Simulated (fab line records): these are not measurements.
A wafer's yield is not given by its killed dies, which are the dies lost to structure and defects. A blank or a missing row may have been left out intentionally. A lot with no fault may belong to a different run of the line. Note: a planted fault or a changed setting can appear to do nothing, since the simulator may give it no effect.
fab line records    flow sky130
record lots=11  wafers=32  lastDay=50
route steps=708 shown FIELD_ISO@18 PWDE@47 SONOS_ONO@169 POLY_CUT@319 PAD_OPEN@708
lots that met no fault: from a run of the same line without faults
startH: start of the lot's first displayed wafer, in hours after the record's first day    waitH: hours since the lot's step before    " identical to the entry in the row above    L1.1+2: a row that stands for several wafers    - no value, or no start given    * or withheld: withheld    < > ~ a bound
route shown NAME@n: names a module that has steps shown in the file, with the first one's number in the route    usual: mean/standard deviation of fault-free wafers    same: alike in all rows    chamber/n: place in a boat    sites: each site's reading    _std_site: their standard deviation    _edge_site: inner sites' mean taken away from outer sites' mean    radiusMm: for every site, how far away it sits from the centre of the wafer    mask NAME#n: copy n    behind: the last tool/chamber to shape the wafer    hold: why the lot was held/for how many hours/how that ended    device: whichever transistor did not switch (one of n, p or np)    end of line: tests of these same wafers at the route's end    for a step that has no rows: nothing shown but its recipe    killed: dies lost to structure and defects at the first sort, not the wafer's yield    map: the dies of a wafer, with x for killed, . for not killed, _ for no die there
set.NAME: the setting that was run; set.NAME@STEP: the one run at that earlier step    model.NAME: the simulator's own value behind a step, which no gauge read
route steps across a sampled set of lots; one table per step, one row per wafer
services: from which hour (startH, from the record's first day; less than 0 if before it) a tool's chamber was out of use, for how many hours, and why
## steps
# step SKY_FIELD_ISO_ETCH_17
# recipe targetDepthA=3420  maskMaterial=Si3N4  chemistry=HBr/Cl2/O2  target=Si  taperDeg=5  icpW=600  biasW=150  pressureMtorr=15  HBr_flow_sccm=150  Cl2_flow_sccm=40  O2_flow_sccm=6  timeS=97.7
# usual chamberPressureMTorr=14.998/0.014  drypumpMotorCurrentA=5.89/0.25  oesProductAu=0.999/0.0089  throttleValvePct=25.656/0.01
lot.wafer  tool      chamber  startH  waitH  chamberPressureMTorr  drypumpMotorCurrentA  oesProductAu  rfHoursCounterH  throttleValvePct
L365.1     rieSi-01  0        29.71   0.1    15.004                5.56                  0.998         117              25.659
L365.3     "         1        "       "      15.010                6.09                  1.000         1                25.672
L365.5     "         0        "       "      14.996                5.50                  0.995         -                25.648
L368.1     rieSi-02  3        43.01   0.1    14.983                6.07                  1.010         134              25.653
L368.3     "         2        "       "      15.003                6.06                  0.994         69               25.670
L368.5     "         2        "       "      14.983                6.05                  0.992         -                25.676
L370.1     rieSi-02  2        55.50   0.1    14.993                6.08                  0.993         69               25.666
L370.3     "         0        "       "      15.014                5.67                  1.001         99               25.658
L370.5     "         2        "       "      14.986                6.04                  1.000         -                25.663
L371.1     rieSi-02  0        63.41   0.1    15.018                5.76                  0.996         99               25.651
L371.2     "         1        "       "      15.011                5.79                  1.010         0                25.650
L371.6     "         2        "       "      14.995                6.08                  1.009         -                25.645
L374.1     rieSi-01  0        75.21   0.1    15.016                5.49                  1.002         118              25.642
L374.2     "         2        "       "      14.980                5.61                  0.991         80               25.671
L374.6     "         0        "       "      14.996                5.54                  0.985         -                25.651
L373.2     rieSi-02  0        75.37   0.1    15.017                5.77                  0.984         100              25.670
L373.3     "         1        "       "      14.980                5.83                  1.004         0                25.673
L373.5     "         1        "       "      15.019                5.83                  0.998         -                25.653
L377.2     rieSi-02  2        93.48   0.1    15.010                6.06                  0.986         69               25.657
L377.3     "         3        "       "      14.982                6.09                  1.010         134              25.663
L377.6     "         0        "       "      14.995                5.69                  1.006         -                25.643
L382.4     rieSi-02  1        117.71  0.0    15.003                5.78                  1.004         1                25.651
L382.5     "         0        "       "      14.991                5.75                  1.010         -                25.653
L383.3     rieSi-02  0        126.80  0.0    15.002                5.67                  0.999         100              25.657
L383.4     "         3        "       "      14.991                6.09                  1.006         134              25.654
L383.6     "         0        "       "      15.007                5.69                  1.010         -                25.640
L387.3     rieSi-02  3        146.51  0.0    15.012                6.12                  1.006         134              25.652
L387.4     "         0        "       "      14.969                5.68                  1.004         100              25.645
L387.5     "         0        "       "      15.001                5.68                  1.001         -                25.648
L388.2     rieSi-02  0        152.20  0.1    14.979                5.68                  0.998         100              25.655
L388.3     "         2        "       "      15.015                6.07                  0.998         70               25.654
L388.5     "         0        "       "      14.990                5.73                  1.002         -                25.649
# step SKY_PWDE_COAT_02
# recipe spinRpm=2000  resistThkNm=3000
# usual chillPlateTempC=23.01/0.1  dispensePressureKPa=52/3.9
lot.wafer  tool           chamber  startH  waitH  chillPlateTempC  dispensePressureKPa
L365.1     lithoTrack-03  0        58.50   0.1    22.99            56
L365.3     "              0        "       "      22.95            56
L365.5     "              0        "       "      22.98            56
L368.1     lithoTrack-02  0        89.33   0.1    23.12            50
L368.3     "              0        "       "      23.01            50
L368.5     "              0        "       "      23.09            50
L370.1     lithoTrack-02  0        100.93  0.1    23.07            50
L370.3     "              0        "       "      22.97            50
L370.5     "              0        "       "      23.04            50
L371.1     lithoTrack-02  0        103.83  0.1    22.93            50
L371.2     "              0        "       "      22.95            50
L371.6     "              0        "       "      22.98            50
L373.2     lithoTrack-04  0        109.52  0.1    23.08            45
L373.3     "              0        "       "      22.94            45
L373.5     "              0        "       "      22.89            45
L374.1     lithoTrack-02  0        109.93  0.1    23.02            50
L374.2     "              0        "       "      23.06            50
L374.6     "              0        "       "      23.08            50
L377.2     lithoTrack-02  0        129.36  0.1    23.02            50
L377.3     "              0        "       "      22.99            50
L377.6     "              0        "       "      22.99            50
L382.4     lithoTrack-03  0        152.97  0.1    22.99            56
L382.5     "              0        "       "      22.94            56
L383.3     lithoTrack-04  0        173.04  0.1    22.94            46
L383.4     "              0        "       "      22.94            45
L383.6     "              0        "       "      23.08            46
L387.3     lithoTrack-02  0        184.43  0.1    22.88            50
L387.4     "              0        "       "      22.96            50
L387.5     "              0        "       "      22.95            50
L388.2     lithoTrack-02  0        190.60  0.1    22.93            50
L388.3     "              0        "       "      23.02            50
L388.5     "              0        "       "      22.97            50
# step SKY_PWDE_STRIP_09
# recipe chemistry=O2/N2  powerW=1400  pressureMtorr=1500  platenTempC=withheld  o2FlowSccm=3000  n2FlowSccm=300  overashFraction=0.5
# usual chamberPressureMTorr=1499.9/1.5  drypumpMotorCurrentA=5.7/0.53  oesProductAu=0.723/0.0047  stripTimeToEndpointS=36.94/0.11
lot.wafer  tool            chamber  startH  waitH  chamberPressureMTorr  drypumpMotorCurrentA  oesProductAu  rfHoursCounterH  stripTimeToEndpointS
L365.1     plasmaAsher-02  0        65.97   0.1    1499.1                5.1                   0.720         40               36.95
L365.3     "               1        "       "      1499.9                5.9                   0.720         -                37.05
L365.5     "               0        "       "      1500.0                5.1                   0.718         -                36.98
L368.1     plasmaAsher-03  0        97.97   0.1    1497.4                6.2                   0.722         29               37.13
L368.3     "               1        "       "      1501.3                5.8                   0.721         -                37.02
L368.5     "               1        "       "      1499.7                5.8                   0.726         -                37.16
L370.1     plasmaAsher-02  1        110.48  0.1    1496.1                5.8                   0.728         44               37.06
L370.3     "               1        "       "      1498.9                5.9                   0.717         -                37.15
L370.5     "               1        "       "      1499.5                5.8                   0.723         -                37.03
L371.1     plasmaAsher-03  0        113.48  0.1    1499.6                6.2                   0.724         31               37.00
L371.2     "               1        "       "      1500.8                5.8                   0.723         31               36.97
L371.6     "               1        "       "      1500.1                5.8                   0.723         -                36.90
L373.2     plasmaAsher-04  1        118.73  0.1    1502.8                4.8                   0.727         0                36.89
L373.3     "               0        "       "      1500.5                6.3                   0.722         -                36.87
L373.5     "               0        "       "      1500.2                6.3                   0.730         -                36.95
L374.1     plasmaAsher-02  0        118.97  0.1    1501.1                5.1                   0.718         45               16.33
L374.2     "               1        "       "      1500.1                5.9                   0.716         45               16.28
L374.6     "               0        "       "      1501.2                5.1                   0.725         -                16.28
L377.2     plasmaAsher-04  0        138.68  0.1    1501.3                6.3                   0.725         2                16.32
L377.3     "               1        "       "      1501.2                4.8                   0.716         -                16.29
L377.6     "               0        "       "      1496.9                6.3                   0.712         -                16.29
L382.4     plasmaAsher-04  1        163.51  0.1    1501.1                4.8                   0.726         -                37.17
L382.5     "               0        "       "      1499.3                6.3                   0.724         -                37.13
L383.3     plasmaAsher-03  1        184.27  0.1    1499.6                5.8                   0.725         -                36.76
L383.4     "               0        "       "      1498.3                6.2                   0.729         -                36.82
L383.6     "               1        "       "      1498.6                5.8                   0.717         -                36.89
L387.3     plasmaAsher-02  0        195.01  0.1    1499.5                5.1                   0.718         -                37.00
L387.4     "               1        "       "      1502.6                5.9                   0.723         -                36.96
L387.5     "               0        "       "      1499.5                5.1                   0.727         -                36.98
L388.2     plasmaAsher-03  0        201.78  0.1    1501.3                6.2                   0.723         39               36.96
L388.3     "               0        "       "      1496.6                6.2                   0.725         -                36.99
L388.5     "               0        "       "      1500.9                6.2                   0.727         -                36.97
# step SKY_SONOS_ONO_THK_MEAS_01
# recipe reads=SiO2_of_SONOS_ONO_OXIDATION_00
# usual SONOS_ONO_OXIDATION_THK=2.58/0.049
lot.wafer  tool          chamber  startH  waitH  SONOS_ONO_OXIDATION_THK[nm]
L365.1     filmMetro-04  -        243.72  0.0    2.61
L365.3     "             -        "       "      2.56
L365.5     "             -        "       "      2.60
L368.1     filmMetro-03  -        292.47  0.0    2.59
L368.3     "             -        "       "      2.51
L368.5     "             -        "       "      2.58
L370.1     filmMetro-03  -        307.98  0.0    2.73
L370.3     "             -        "       "      2.69
L370.5     "             -        "       "      2.64
L371.1     filmMetro-03  -        312.98  0.0    2.63
L371.2     "             -        "       "      2.66
L371.6     "             -        "       "      2.60
L373.2     filmMetro-01  -        319.48  0.0    2.59
L373.3     "             -        "       "      2.59
L373.5     "             -        "       "      2.60
L374.1     filmMetro-01  -        320.82  0.0    2.54
L374.2     "             -        "       "      2.61
L374.6     "             -        "       "      2.54
L377.2     filmMetro-03  -        351.74  0.0    2.55
L377.3     "             -        "       "      2.50
L377.6     "             -        "       "      2.47
L382.4     filmMetro-04  -        383.04  0.0    2.55
L382.5     "             -        "       "      2.50
L383.3     filmMetro-03  -        412.59  0.0    2.61
L383.4     "             -        "       "      2.71
L383.6     "             -        "       "      2.62
L387.3     filmMetro-04  -        426.66  0.0    2.57
L387.4     "             -        "       "      2.50
L387.5     "             -        "       "      2.47
L388.2     filmMetro-04  -        437.59  0.0    2.56
L388.3     "             -        "       "      2.60
L388.5     "             -        "       "      2.56
# step SKY_POLY_CUT_STRIP_12
# recipe chemistry=O2/N2  powerW=1400  pressureMtorr=1500  platenTempC=withheld  o2FlowSccm=3000  n2FlowSccm=300  overashFraction=0.5
# usual chamberPressureMTorr=1499.8/1.5  drypumpMotorCurrentA=5.7/0.54  oesProductAu=0.452/0.0043  stripTimeToEndpointS=5.355/0.018
lot.wafer  tool            chamber  startH  waitH  chamberPressureMTorr  drypumpMotorCurrentA  oesProductAu  rfHoursCounterH  stripTimeToEndpointS
L365.1     plasmaAsher-03  0        545.63  0.0    1497.1                6.2                   0.455         74               5.332
L365.3     "               0        "       "      1500.7                6.2                   0.449         -                5.348
L365.5     "               0        "       "      1500.0                6.2                   0.448         -                5.334
L368.1     plasmaAsher-02  0        605.92  0.0    1498.8                5.1                   0.455         94               5.394
L368.3     "               0        "       "      1497.1                5.2                   0.445         -                5.410
L368.5     "               0        "       "      1498.6                5.1                   0.455         -                5.391
L370.1     plasmaAsher-04  1        626.62  0.0    1498.7                4.8                   0.450         48               5.352
L370.3     "               1        "       "      1499.3                4.8                   0.459         -                5.367
L370.5     "               0        "       "      1499.1                6.3                   0.460         -                5.356
L371.1     plasmaAsher-04  1        629.37  0.0    1500.4                4.8                   0.450         48               5.382
L371.2     "               0        "       "      1497.8                6.3                   0.453         48               5.373
L371.6     "               1        "       "      1500.3                4.8                   0.450         -                5.365
L374.1     plasmaAsher-02  0        632.72  0.0    1500.9                5.1                   0.447         95               5.350
L374.2     "               1        "       "      1500.1                5.9                   0.452         95               5.355
L374.6     "               1        "       "      1500.0                5.9                   0.454         -                5.349
L373.2     plasmaAsher-02  0        634.01  0.0    1500.6                5.1                   0.455         96               5.341
L373.3     "               0        "       "      1496.4                5.1                   0.451         -                5.360
L373.5     "               0        "       "      1500.1                5.1                   0.447         -                5.346
L377.2     plasmaAsher-02  0        663.48  0.0    1498.4                5.1                   0.447         99               5.347
L377.3     "               1        "       "      1499.1                5.9                   0.452         -                5.354
L377.6     "               1        "       "      1499.8                5.9                   0.452         -                5.328
L382.4     plasmaAsher-03  1        699.52  0.0    1503.5                5.8                   0.456         -                5.333
L382.5     "               0        "       "      1500.3                6.2                   0.450         -                5.369
L383.3     plasmaAsher-04  0        721.16  0.1    1500.1                6.3                   0.457         -                5.327
L383.4     "               1        "       "      1501.0                4.9                   0.454         -                5.376
L383.6     "               1        "       "      1499.8                4.8                   0.455         -                5.352
L387.3     plasmaAsher-03  0        737.91  0.1    1501.3                6.2                   0.451         -                5.354
L387.4     "               1        "       "      1500.5                5.8                   0.445         -                5.373
L387.5     "               1        "       "      1500.2                5.8                   0.445         -                5.377
L388.2     plasmaAsher-04  1        753.92  0.0    1498.9                4.8                   0.452         61               5.332
L388.3     "               1        "       "      1500.5                4.8                   0.454         -                5.337
L388.5     "               1        "       "      1500.0                4.8                   0.445         -                5.329
# step SKY_PAD_OPEN_PROBE_99
# usual killed_at_M0_to_M3=43/7.4  killed_at_M4_up=3.1/1.8  killedAtContacts=26/5.6  killedAtFrontEnd=15/4.9  killedAtOther=0.2/0.44  killedDies=87/10  killedOnRim=17/3.7  killedOpen=48/7.6  killedShort=39/6.2
# same grossDies=492  killedAtBackSide=0
lot.wafer  tool       chamber  startH   waitH  killed_at_M0_to_M3  killed_at_M4_up  killedAtContacts  killedAtFrontEnd  killedAtOther  killedDies  killedOnRim  killedOpen  killedShort
L374.1     prober-01  -        1125.57  0.1    42                  4                23                247               0              316         90           41          39
L374.2     prober-01  -        1125.62  0.1    45                  6                24                249               0              324         92           46          40
L374.6     prober-01  -        1125.82  0.2    38                  1                20                248               0              307         91           34          34
L377.2     prober-01  -        1145.00  0.1    47                  2                18                248               0              315         92           46          38
L377.3     prober-01  -        1145.05  0.2    34                  1                22                232               0              289         89           38          26
L377.6     prober-01  -        1145.20  0.2    38                  6                21                250               0              315         95           46          30
L382.4     prober-02  -        1169.31  0.2    47                  1                28                14                0              90          17           54          36
L382.5     prober-02  -        1169.36  0.2    42                  2                23                13                0              80          17           42          38
# killed by level:class
L374.1 PWDE:areaExpose=236 METAL1:geometricParticle:short=8 VIA2:geometricParticle:open=7 VIA1:geometricParticle:open=7 METAL2:geometricParticle:short=7 CONTACT:geometricParticle:open=6 LI_CONTACT:geometricParticle:open=5 FIELD_ISO:geometricParticle:open=4
L374.2 PWDE:areaExpose=238 LI_CONTACT:geometricParticle:open=8 VIA1:geometricParticle:open=8 CONTACT:geometricParticle:open=7 VIA3:geometricParticle:open=6 CONTACT:geometricParticle:short=5 VIA1:geometricParticle:short=5 METAL2:geometricParticle:short=5
L374.6 PWDE:areaExpose=239 VIA1:geometricParticle:open=12 CONTACT:geometricParticle:open=8 CONTACT:geometricParticle:short=6 VIA3:geometricParticle:open=6 VIA1:geometricParticle:short=6 LOCAL_INTERCONNECT:geometricParticle:short=4 SPACER:geometricParticle:short=3
L377.2 PWDE:areaExpose=231 VIA1:geometricParticle:open=10 CONTACT:geometricParticle:open=9 FIELD_ISO:geometricParticle:short=6 LI_CONTACT:geometricParticle:open=6 METAL1:geometricParticle:short=6 VIA2:geometricParticle:short=5 VIA2:geometricParticle:open=5
L377.3 PWDE:areaExpose=225 CONTACT:geometricParticle:open=9 VIA1:geometricParticle:open=9 METAL1:geometricParticle:short=7 CONTACT:geometricParticle:short=6 VIA2:geometricParticle:open=5 VIA3:geometricParticle:open=5 LOCAL_INTERCONNECT:geometricParticle:short=4
L377.6 PWDE:areaExpose=239 VIA2:geometricParticle:open=8 LI_CONTACT:geometricParticle:open=7 VIA1:geometricParticle:open=6 METAL1:geometricParticle:short=6 CONTACT:geometricParticle:open=5 FIELD_ISO:geometricParticle:open=4 LI_CONTACT:geometricParticle:short=4
L382.4 VIA1:geometricParticle:open=12 CONTACT:geometricParticle:open=10 VIA2:geometricParticle:open=10 LOCAL_INTERCONNECT:geometricParticle:short=7 METAL2:geometricParticle:short=6 FIELD_ISO:geometricParticle:open=4 LI_CONTACT:geometricParticle:open=4 CONTACT:geometricParticle:short=4
L382.5 VIA1:geometricParticle:open=8 VIA2:geometricParticle:open=8 CONTACT:geometricParticle:open=7 VIA3:geometricParticle:open=6 CONTACT:geometricParticle:short=5 VIA1:geometricParticle:short=5 LI_CONTACT:geometricParticle:open=4 LOCAL_INTERCONNECT:geometricParticle:short=4
## services
tool            chamber  startH  hours  kind
rieSi-02        1        18.38   4.1    repair
rieSi-02        3        54.12   21.5   repair
plasmaAsher-02  -        73.61   7.6    pm
plasmaAsher-02  -        87.62   2.6    repair
plasmaAsher-04  -        108.75  9.0    pm
rieSi-02        1        109.92  2.0    repair
plasmaAsher-03  -        120.57  0.9    repair
plasmaAsher-02  -        174.60  5.1    repair
rieSi-02        3        275.63  2.2    repair
rieSi-02        -        275.82  15.6   pm
plasmaAsher-03  -        290.01  0.7    repair
rieSi-02        -        316.86  4.3    pm
plasmaAsher-04  -        361.69  1.4    repair
rieSi-02        3        374.91  3.2    repair
rieSi-02        -        400.17  2.8    pm
plasmaAsher-03  -        417.98  2.8    pm
plasmaAsher-04  -        437.83  0.3    repair
rieSi-02        2        456.72  1.8    repair
plasmaAsher-02  -        471.75  1.2    repair
plasmaAsher-04  -        516.22  2.9    repair
plasmaAsher-02  -        611.65  2.8    pm
plasmaAsher-02  -        616.86  4.6    repair
rieSi-02        1        627.69  10.7   repair
plasmaAsher-02  -        733.75  9.0    pm
## key
firstSign step=SKY_PWDE_STRIP_09  reading=stripTimeToEndpointS  direction=down  sigmas=99+  usual=*  struck=*
effect step=SKY_PAD_OPEN_PROBE_99  reading=killedAtFrontEnd  direction=up  sigmas=48  usual=15  struck=246
moreKillsBornAt SKY_PWDE_EXPOSE_04@ilineStepper-02=1408
metAt SKY_PWDE_COAT_02
struckLots L374,L377
testerLeftOut L374,L377
notActingAt SKY_FIELD_ISO_ETCH_17,SKY_SONOS_ONO_THK_MEAS_01,SKY_POLY_CUT_STRIP_12
onsetBetween 103.83 109.93
fault kind=processParameterDrift  tool=lithoTrack-02  chamber=-  onsetH=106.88  steps=SKY_PWDE_COAT_02  channel=resistThkNm  offset=-1765  shape=step  endH=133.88  actsIn=theseRecipesOnly  stated=3000
# testerLeftOut: of these lots the tester's yield and bins aren't shown, on N5 and GAA mostly nor the transistor test; their killed dies are dies lost to structure and defects alone, not to doping, threshold or leakage, so they don't give the yield
